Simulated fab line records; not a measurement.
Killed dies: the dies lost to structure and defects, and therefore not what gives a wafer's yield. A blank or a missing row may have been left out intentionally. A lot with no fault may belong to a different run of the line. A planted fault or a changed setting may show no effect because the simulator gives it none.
Which tool is to blame? -- flow sky130 -- 13 lots with 39 wafers sampled at 4 steps, on a route of 708 steps

## WHAT THE GAUGES READ, wafer by wafer
SKY_METAL5_THK_MEAS_06: measures by xrf. Usual: METAL5_ALCU_THK 1143 nm, standard deviation 12.
lot,measured,on,METAL5_ALCU_THK (nm),flag
L895,day 43 02:25,film metro-01,1130 1128 1132,
L896,day 43 06:47,film metro-01,1143 1133 1134,
L897,day 43 10:16,film metro-02,1151 1146 1158,
L899,day 44 00:17,film metro-02,1156 1151 1159,
L900,day 44 06:26,film metro-01,1143 1144 1150,
L901,day 44 13:29,film metro-02,1141 1134 1140,
L905,day 45 10:37,film metro-01,1151 1159 1150,
L906,day 45 20:52,film metro-02,1117 1121 1115,
L907,day 46 03:22,film metro-02,1139 1148 1142,
L909,day 46 13:58,film metro-01,1144 1157 1147,
L910,day 46 21:56,film metro-03,1142 1148 1158,
L913,day 47 16:18,film metro-03,1132 1147 1140,
L915,day 47 22:23,film metro-01,1161 1165 1169,

## WHAT TOOL EACH LOT RAN ON (gives the tool, then ch and the chambers of the sampled wafers, and finally the start)
lot,SKY_POLY_GATE_ETCH_16,SKY_VIA4_CVD_18,SKY_METAL5_SPUTTER_02
L895,"rie diel-04 ch 2,3, day 16 13:20","cvd w-02 ch 0,1, day 43 01:32","pvd sputter-02, day 43 02:10"
L896,"rie diel-03 ch 0,1,2, day 16 19:01","cvd w-02 ch 0,1, day 43 05:52","pvd sputter-01, day 43 06:33"
L897,"rie diel-02 ch 0,1,2, day 17 01:08","cvd w-01 ch 1, day 43 09:20","pvd sputter-04, day 43 10:01"
L899,"rie diel-04 ch 0,1,3, day 17 16:47","cvd w-01 ch 0,1, day 43 23:09","pvd sputter-01, day 44 00:03"
L900,"rie diel-02 ch 1,2, day 18 01:35","cvd w-02 ch 1, day 44 05:30","pvd sputter-01, day 44 06:11"
L901,"rie diel-04 ch 0,1,3, day 18 09:47","cvd w-01 ch 0,1, day 44 12:34","pvd sputter-01, day 44 13:14"
L905,"rie diel-02 ch 1,2, day 19 16:46","cvd w-02 ch 0, day 45 09:36","pvd sputter-01, day 45 10:22"
L906,"rie diel-04 ch 0,1, day 20 06:55","cvd w-02 ch 0,1, day 45 19:57","pvd sputter-01, day 45 20:38"
L907,"rie diel-03 ch 0,1,2, day 20 18:05","cvd w-01 ch 0,1, day 46 01:49","pvd sputter-02, day 46 03:07"
L909,"rie diel-02 ch 2,3, day 21 12:26","cvd w-02 ch 0,1, day 46 13:03","pvd sputter-01, day 46 13:44"
L910,"rie diel-02 ch 1,2, day 21 15:47","cvd w-01 ch 0,1, day 46 21:01","pvd sputter-01, day 46 21:42"
L913,"rie diel-04 ch 0,1, day 22 20:08","cvd w-01 ch 0,1, day 47 14:19","pvd sputter-01, day 47 16:03"
L915,"rie diel-04 ch 1,3, day 23 11:29","cvd w-01 ch 0,1, day 47 21:27","pvd sputter-04, day 47 22:08"
- SKY_POLY_GATE_ETCH_16: etches Si3N4 in CH3F/O2, stops on poly-Si, time 147.5 s, target depth 75 nm.
- SKY_VIA4_CVD_18: deposits W, target thk 505 nm, time 152.14 s.
- SKY_METAL5_SPUTTER_02: material AlCu, target thk 1150 nm, time 61.2 s.

## WHAT THE TOOLS THEMSELVES READ (means of the sampled wafers that have a number; where no wafer has one, the mark that the record gives instead)
SKY_POLY_GATE_ETCH_16. Usual: ch3f flow sccm 40.02 sccm, standard deviation 0.12; chamber pressure mTorr 25.002 mTorr, standard deviation 0.023; drypump motor current A 5.6 A, standard deviation 0.49; oes product au 0.639 a.u., standard deviation 0.0054; throttle valve pct 10.535 %, standard deviation 0.0095.
lot,tool,ch3f flow sccm (sccm),chamber pressure mTorr (mTorr),drypump motor current A (A),oes product au (a.u.),throttle valve pct (%),flag
L895,rie diel-04,39.97,25.001,5.6,0.644,10.530,
L896,rie diel-03,39.88,24.968,6.3,0.636,10.534,
L897,rie diel-02,39.97,24.995,5.8,0.633,10.536,
L899,rie diel-04,40.02,25.004,5.1,0.634,10.536,
L900,rie diel-02,40.00,24.991,5.9,0.642,10.538,
L901,rie diel-04,40.03,24.985,5.1,0.640,10.536,
L905,rie diel-02,40.21,25.002,5.9,0.641,10.528,
L906,rie diel-04,40.06,25.011,5.1,0.637,10.539,
L907,rie diel-03,39.95,25.005,6.3,0.639,10.539,
L909,rie diel-02,40.01,24.997,6.2,0.636,10.542,
L910,rie diel-02,40.14,25.007,6.2,0.640,10.540,
L913,rie diel-04,40.05,24.999,4.9,0.638,10.543,
L915,rie diel-04,40.01,25.013,5.2,0.639,10.523,

SKY_VIA4_CVD_18. Usual: 835 W for heater power w, sd 96.
lot,tool,heater power w (W),flag
L895,cvd w-02,744,
L896,cvd w-02,728,
L897,cvd w-01,968,
L899,cvd w-01,877,
L900,cvd w-02,815,
L901,cvd w-01,912,
L905,cvd w-02,697,
L906,cvd w-02,736,
L907,cvd w-01,883,
L909,cvd w-02,739,
L910,cvd w-01,892,
L913,cvd w-01,882,
L915,cvd w-01,875,

SKY_METAL5_SPUTTER_02. Usual: 29.7 % for throttle valve pct, sd 0.81.
lot,tool,throttle valve pct (%),flag
L895,pvd sputter-02,29.5,
L896,pvd sputter-01,29.7,
L897,pvd sputter-04,30.7,
L899,pvd sputter-01,29.2,
L900,pvd sputter-01,29.3,
L901,pvd sputter-01,29.5,
L905,pvd sputter-01,30.0,
L906,pvd sputter-01,29.0,
L907,pvd sputter-02,30.5,
L909,pvd sputter-01,29.7,
L910,pvd sputter-01,29.3,
L913,pvd sputter-01,29.3,
L915,pvd sputter-04,30.1,

## THE ANSWER, worked out from the rows above alone
Rule: lot off if the mean of its wafers having a number is beyond 3 standard deviations from the usual mean. A lot without any number at a reading at which 4 lots or more have one is off too. All remaining lots with rows at the step are treated as sound. Order of review: gauges by route order, followed by the tools' own readings, for which a lot's mean as printed above is used. At the first step where some lot is off, the reading lying furthest off is the one used; lots without a number count as furthest.
No lot is off at any reading shown: from this, nothing can be told.

## WHAT THE SIMULATOR PUT IN
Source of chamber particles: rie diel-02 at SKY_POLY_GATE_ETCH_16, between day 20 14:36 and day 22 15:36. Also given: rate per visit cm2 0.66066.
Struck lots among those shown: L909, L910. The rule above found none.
